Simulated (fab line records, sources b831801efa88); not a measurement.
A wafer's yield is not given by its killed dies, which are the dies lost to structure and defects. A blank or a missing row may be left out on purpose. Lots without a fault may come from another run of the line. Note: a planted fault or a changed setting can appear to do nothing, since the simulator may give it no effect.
Tool commonality check | flow sky130 | Lots sampled 8, wafers sampled 36

## WHAT PROMPTED THE OPENING
4 of 8 lots carry a flag on the reading NWELL_TW at SKY_NWELL_TW_MEAS_15. Wafers without a fault read 1838, standard deviation 12.
Rule: flag the lot when none of its wafers has a number, or when each of its wafers that has one lies beyond 4 standard deviations from that mean. The rest of the lots are taken to be sound.

lot  | measured    | on            | NWELL_TW, wafer by wafer      | flag
L360 | day 4 09:58 | film-metro-01 | 1847 1858 1862                |
L361 | day 4 19:36 | film-metro-04 | 1827 1811 1824                |
L362 | day 5 01:46 | film-metro-01 | 1837 1834 1835                |
L363 | day 5 08:25 | film-metro-02 | 1845 1844 1842                |
L364 | day 5 12:40 | film-metro-04 | 2830 2824 2829 2836 2809 2828 | FLAGGED
L365 | day 5 19:50 | film-metro-04 | 2822 2827 2808 2813 2827 2831 | FLAGGED
L366 | day 5 21:11 | film-metro-04 | 2845 2827 2844 2829 2843 2838 | FLAGGED
L367 | day 6 03:35 | film-metro-02 | 2829 2829 2837 2834 2827 2835 | FLAGGED
Average over the flagged lots: 2829; offset from the usual +991, equal to +83 standard deviations.

## WHICH TOOL EACH LOT WENT THROUGH
The record holds 1 process step before the reading, out of a route of 708 steps. Cell contents, in order: the tool; ch with the chambers the sampled wafers went through; the start.
lot  | flag    | SKY_NWELL_IMPLANT_11
L360 |         | implanter-03 ch 0, day 4 09:25
L361 |         | implanter-03 ch 0, day 4 18:56
L362 |         | implanter-03 ch 0, day 5 01:13
L363 |         | implanter-01 ch 0, day 5 07:53
L364 | FLAGGED | implanter-01 ch 0, day 5 12:07
L365 | FLAGGED | implanter-04 ch 0, day 5 19:19
L366 | FLAGGED | implanter-04 ch 0, day 5 20:40
L367 | FLAGGED | implanter-01 ch 0, day 6 03:04
What the steps here do:
- SKY_NWELL_IMPLANT_11
- SKY_NWELL_TW_MEAS_15

## FLAGGED OVER TOTAL, TOOL BY TOOL (the gauges that took the reading come last)
step                 | tool          | lots run | flagged | share of the flagged lots | sound lots run after its first flagged lot
SKY_NWELL_IMPLANT_11 | implanter-01  | 3        | 2       | some                      | 0
SKY_NWELL_IMPLANT_11 | implanter-03  | 3        | 0       | none                      | -
SKY_NWELL_IMPLANT_11 | implanter-04  | 2        | 2       | some                      | 0
SKY_NWELL_TW_MEAS_15 | film-metro-01 | 2        | 0       | none                      | -
SKY_NWELL_TW_MEAS_15 | film-metro-02 | 2        | 1       | some                      | 0
SKY_NWELL_TW_MEAS_15 | film-metro-04 | 4        | 3       | some                      | 0

## WHAT THE TABLE ALLOWS
No row of the table ran every flagged lot.

## WHAT THE SIMULATOR HAD PUT IN
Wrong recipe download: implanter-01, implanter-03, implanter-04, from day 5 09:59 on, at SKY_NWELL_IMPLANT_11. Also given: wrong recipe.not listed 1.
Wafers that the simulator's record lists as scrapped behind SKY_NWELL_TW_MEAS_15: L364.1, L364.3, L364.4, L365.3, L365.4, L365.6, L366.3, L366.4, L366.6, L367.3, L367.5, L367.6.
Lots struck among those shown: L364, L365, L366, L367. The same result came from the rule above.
